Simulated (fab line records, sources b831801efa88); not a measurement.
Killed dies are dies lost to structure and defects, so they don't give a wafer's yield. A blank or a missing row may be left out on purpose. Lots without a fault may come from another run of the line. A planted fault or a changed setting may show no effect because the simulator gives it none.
Which tool did it? | flow gf180mcu | 9 lots, 25 wafers sampled, at 5 steps of a route of 602

WHAT THE GAUGES READ, wafer by wafer
GF_STI_THK_MEAS_02.
lot  | measured    | on            | STI_OXIDATION_THK (nm)
L947 | day 1 11:31 | film_metro-01 | 10.04 9.97 10.02
L948 | day 1 19:10 | film_metro-04 | 9.94 9.63 9.74
L949 | day 2 00:44 | film_metro-04 | 9.74 10.01 9.86
L950 | day 2 07:20 | film_metro-01 | 9.86 9.80 9.71
L956 | day 3 08:31 | film_metro-01 | 10.24 10.35
L957 | day 3 13:31 | film_metro-01 | 10.24 9.88
L960 | day 4 04:56 | film_metro-04 | 9.90 9.78 9.83
L964 | day 5 00:49 | film_metro-03 | 10.43 10.26 10.41
L967 | day 5 15:56 | film_metro-04 | 9.82 9.95 9.93

GF_MVPSD_TW_MEAS_11.
lot  | measured    | on            | MVPSD_TW
L947 | day 5 11:53 | film_metro-02 | 541 543 539
L948 | day 5 19:30 | film_metro-02 | 540 543 541
L949 | day 5 19:50 | film_metro-04 | 555 554 556
L950 | day 5 23:29 | film_metro-03 | 553 554 551
L956 | day 7 06:18 | film_metro-03 | 549 553
L957 | day 7 14:03 | film_metro-02 | 539 543
L960 | day 8 08:26 | film_metro-04 | 554 556 555
L964 | day 9 08:09 | film_metro-03 | 556 552 555
L967 | day 9 22:38 | film_metro-02 | 546 547 544

GF_VT_IMPLANT_OVL_MEAS_18.
lot  | measured     | on         | VT_IMPLANT_01_OVL (nm)
L947 | day 6 17:01  | overlay-02 | -0.7 -1.5 2.2
L948 | day 7 01:23  | overlay-02 | 2.1 1.0 1.5
L949 | day 7 01:54  | overlay-01 | 0.9 1.5 0.7
L950 | day 7 05:26  | overlay-02 | -1.0 -0.5 -1.2
L956 | day 8 13:37  | overlay-02 | 0.8 0.9
L957 | day 8 22:37  | overlay-02 | 2.9 0.9
L960 | day 9 17:45  | overlay-01 | 0.6 -0.9 0.3
L964 | day 10 19:14 | overlay-01 | -1.7 -0.7 0.9
L967 | day 11 11:06 | overlay-02 | 2.9 1.9 0.8

WHICH TOOL RAN EACH LOT (tool, then ch and the chambers of the sampled wafers, then the start)
lot  | GF_STI_ETCH_13                    | GF_STI_STRIP_15
L947 | rie_diel-04 ch 1,2, day 2 01:49   | plasma_asher-02 ch 0, day 2 01:59
L948 | rie_diel-03 ch 1,2,3, day 2 09:19 | plasma_asher-02 ch 0,1, day 2 09:28
L949 | rie_diel-04 ch 0,1, day 2 14:22   | plasma_asher-04 ch 0,1, day 2 14:31
L950 | rie_diel-04 ch 0,2,3, day 2 21:19 | plasma_asher-04 ch 1, day 2 21:28
L956 | rie_diel-01 ch 1,2, day 3 23:20   | plasma_asher-04 ch 0, day 3 23:29
L957 | rie_diel-01 ch 0,3, day 4 04:23   | plasma_asher-04 ch 0,1, day 4 04:32
L960 | rie_diel-04 ch 0,1,2, day 4 19:56 | plasma_asher-02 ch 0,1, day 4 20:05
L964 | rie_diel-04 ch 0,2, day 5 17:56   | plasma_asher-04 ch 0,1, day 5 18:05
L967 | rie_diel-03 ch 0,1,3, day 6 08:38 | plasma_asher-04 ch 0,1, day 6 08:51
- GF_STI_ETCH_13: etches the open film in CHF3/O2, stops on Si, target depth 282.31 nm, time 112.9 s.
- GF_STI_STRIP_15: strips in O2/N2.

WHAT THE TOOLS THEMSELVES READ (means of the sampled wafers that have a number; where no wafer has one, the mark that the record gives instead)
GF_STI_ETCH_13.
lot  | tool        | O2_flow_sccm (sccm) | drypump_motor_current_A (A) | oes_product_au (a.u.) | throttle_valve_pct (%)
L947 | rie_diel-04 | 5.008               | 6.1                         | 0.831                 | 8.820
L948 | rie_diel-03 | 4.985               | 5.3                         | 0.831                 | 8.820
L949 | rie_diel-04 | 4.994               | 5.7                         | 0.835                 | 8.814
L950 | rie_diel-04 | 4.995               | 5.9                         | 0.831                 | 8.817
L956 | rie_diel-01 | 5.011               | 5.6                         | 0.841                 | 8.806
L957 | rie_diel-01 | 4.995               | 5.6                         | 0.828                 | 8.811
L960 | rie_diel-04 | 5.007               | 5.7                         | 0.826                 | 8.812
L964 | rie_diel-04 | 4.975               | 5.8                         | 0.833                 | 8.810
L967 | rie_diel-03 | 4.999               | 5.4                         | 0.829                 | 8.814

GF_STI_STRIP_15.
lot  | tool            | drypump_motor_current_A (A) | heater_power_w (W) | oes_product_au (a.u.) | platen_temp_c (C) | strip_time_to_endpoint_s (s)
L947 | plasma_asher-02 | 6.0                         | 327                | 0.386                 | 249.84            | 3.72
L948 | plasma_asher-02 | 5.9                         | 332                | 0.380                 | 249.93            | 3.70
L949 | plasma_asher-04 | 5.8                         | 307                | 0.381                 | 250.16            | 3.73
L950 | plasma_asher-04 | 5.1                         | 284                | 0.390                 | 249.96            | 3.74
L956 | plasma_asher-04 | 6.1                         | 322                | 0.362                 | 249.96            | 3.21
L957 | plasma_asher-04 | 5.6                         | 302                | 0.347                 | 249.95            | 2.68
L960 | plasma_asher-02 | 5.9                         | 337                | 0.384                 | 249.91            | 3.73
L964 | plasma_asher-04 | 5.4                         | 295                | 0.386                 | 249.84            | 3.76
L967 | plasma_asher-04 | 5.8                         | 306                | 0.386                 | 250.02            | 3.70

THE ANSWER, worked out from the rows above alone
Rule: what is usual is taken from the lots themselves. Put in order of their means at a reading, lots are off if they are a third of the lots or fewer, leave a main group of 4 or more, and stand apart from it by a gap of 3 or more times the standard deviation of the main group's means; of several such gaps the widest counts. A main group whose means are all the same, to the digits that the tables above print for the reading, isn't used. A lot without any number at a reading at which 4 lots or more have one is off too. The other lots that the step has rows for count as sound. The gauges are gone through in route order, then the tools' own readings, and for those a lot's mean is taken as printed above. The first step at which some lot is off is used, and at that step the reading that is off furthest; a lot without a number counts as furthest.
Off: L956, L957, at GF_STI_STRIP_15 (strip_time_to_endpoint_s). The main group: mean 3.73 s, standard deviation 0.02.
A tool fits if, at that step or a process step before it, it ran every lot that is off, and no sound lot after the first of them. One fits: rie_diel-01 at GF_STI_ETCH_13. It ran no sound lot before its first lot that is off in this sample, so the start can't be narrowed down.

WHAT THE SIMULATOR HAD PUT IN
Process parameter drift: rie_diel-01, from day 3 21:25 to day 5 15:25, at GF_STI_ETCH_13. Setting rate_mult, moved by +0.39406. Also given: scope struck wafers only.
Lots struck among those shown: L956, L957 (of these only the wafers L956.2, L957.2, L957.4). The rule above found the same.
